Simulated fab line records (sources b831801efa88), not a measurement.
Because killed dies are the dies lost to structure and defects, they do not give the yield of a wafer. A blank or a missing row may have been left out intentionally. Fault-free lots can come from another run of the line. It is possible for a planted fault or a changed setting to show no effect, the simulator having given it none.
Chamber matching | flow sky130 | rie-diel-04 running SKY_FIELD_ISO_ETCH_15: 4 sister chambers
The step etches the open film in CHF3/O2, stops on Si, target depth 180 nm, time 72 s. 4 wafers are shown with their chamber, then 12 later ones without.

EACH WAFER AND ITS CHAMBER
wafer  | chamber | drypump-motor-current-A (A)
L083.5 | 3       | 6.1
L085.6 | 2       | 5.9
L087.3 | 1       | 6.0
L087.6 | 0       | 5.2

WAFERS WHOSE CHAMBER IS MISSING
wafer  | drypump-motor-current-A (A)
L089.3 | 5.9
L089.4 | 6.1
L089.5 | 5.9
L090.1 | 5.9
L090.2 | 6.0
L090.3 | 6.1
L093.2 | 5.3
L093.5 | 6.1
L093.6 | 5.9
L096.1 | 5.9
L096.5 | 5.2
L096.6 | 6.1

THE CHAMBER EACH PASSED THROUGH
wafer  | from the rows above | in truth
L089.3 | 2                   | 2
L089.4 | 3                   | 3
L089.5 | 2                   | 2
L090.1 | 2                   | 2
L090.2 | 1                   | 1
L090.3 | 3                   | 3
L093.2 | 0                   | 0
L093.5 | 3                   | 3
L093.6 | 2                   | 2
L096.1 | 2                   | 2
L096.5 | 0                   | 0
L096.6 | 3                   | 3
12 of 12 placed correctly. From these rows, 0 cannot be placed. Wrongly placed: 0.
How it was worked out, from the rows above alone: a wafer's distance from a chamber is the root of the sum, over the readings, of the square of ((its reading less the chamber's mean) divided by the reading's scatter). The wafer belongs to the nearest chamber; if the next one is less than 2 further off, it can't be placed. The mean given for a chamber averages the wafers shown for that chamber. The scatter (one wafer shown for each chamber): square how far every hidden wafer sits from the nearest shown wafer, average those squares and take the square root.
